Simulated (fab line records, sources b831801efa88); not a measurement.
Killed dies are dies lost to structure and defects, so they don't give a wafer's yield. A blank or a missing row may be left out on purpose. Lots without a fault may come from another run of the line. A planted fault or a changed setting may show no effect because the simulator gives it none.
One fault seen from 2 desks | flow gf180mcu | each desk has only its own numbers; what lay behind them comes last

THE METROLOGY DESK
What the gauges read, lot by lot, whatever tool the lot ran on: means of the sampled wafers that have a number. A lot is out of limits, marked OUT, if its mean lies more than 4 standard deviations from the usual mean; the brackets give that distance.
Columns: A = V3_CVD_02_THK at GF_V3_THK_MEAS_03, usual 849 nm
lot  | first seen here | A
L371 | day 21 00:56    | 845
L372 | day 21 19:27    | 843
L373 | day 22 00:03    | 852
L374 | day 22 17:07    | 847
L375 | day 23 15:49    | 854
L378 | day 24 06:35    | 847
L377 | day 24 22:44    | 837
L381 | day 25 12:16    | 852
L382 | day 26 02:17    | 844
L384 | day 26 07:33    | 838
L385 | day 26 22:53    | 950 (+9.2) OUT
This desk's finding: out of limits on L385; first on L385, day 26 22:53 (V3_CVD_02_THK at GF_V3_THK_MEAS_03). In limits: L371, L372, L373, L374, L375, L378, L377, L381, L382, L384.

THE TOOL OWNER'S DESK: pecvd-01
The tool's own readings at GF_V3_CVD_02 (deposits SiO2 from TEOS, target thk 850 nm, time 94.851 s): means of the sampled wafers that have a number, for each lot that ran on this tool. A lot is out of limits, marked OUT, if its mean lies more than 4 standard deviations from the usual mean; the brackets give that distance.
Columns: A = heater_power_w at GF_V3_CVD_02, usual 667 W
lot  | first seen here | A
L371 | day 21 00:51    | 768
L373 | day 21 23:59    | 700
L378 | day 24 06:31    | 621
L382 | day 26 02:12    | 669
L384 | day 26 07:29    | 810
L385 | day 26 22:49    | 628
This desk's finding: nothing out of limits on any of the 6 lots.

PUT TOGETHER
The metrology desk could have raised an alarm at day 26 22:53, on L385.
The tool owner's desk saw nothing out of limits.
The tool owner's desk has L385 on record, within its limits.
Of the lots named, all ran GF_V3_CVD_02 on pecvd-01.

WHAT THE SIMULATOR HAD PUT IN
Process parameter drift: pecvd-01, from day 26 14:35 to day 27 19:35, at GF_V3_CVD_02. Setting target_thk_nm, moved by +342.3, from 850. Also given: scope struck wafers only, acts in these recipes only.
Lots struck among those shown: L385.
Hours from the fault's start to each desk's first reading out of limits: the metrology desk, 8.
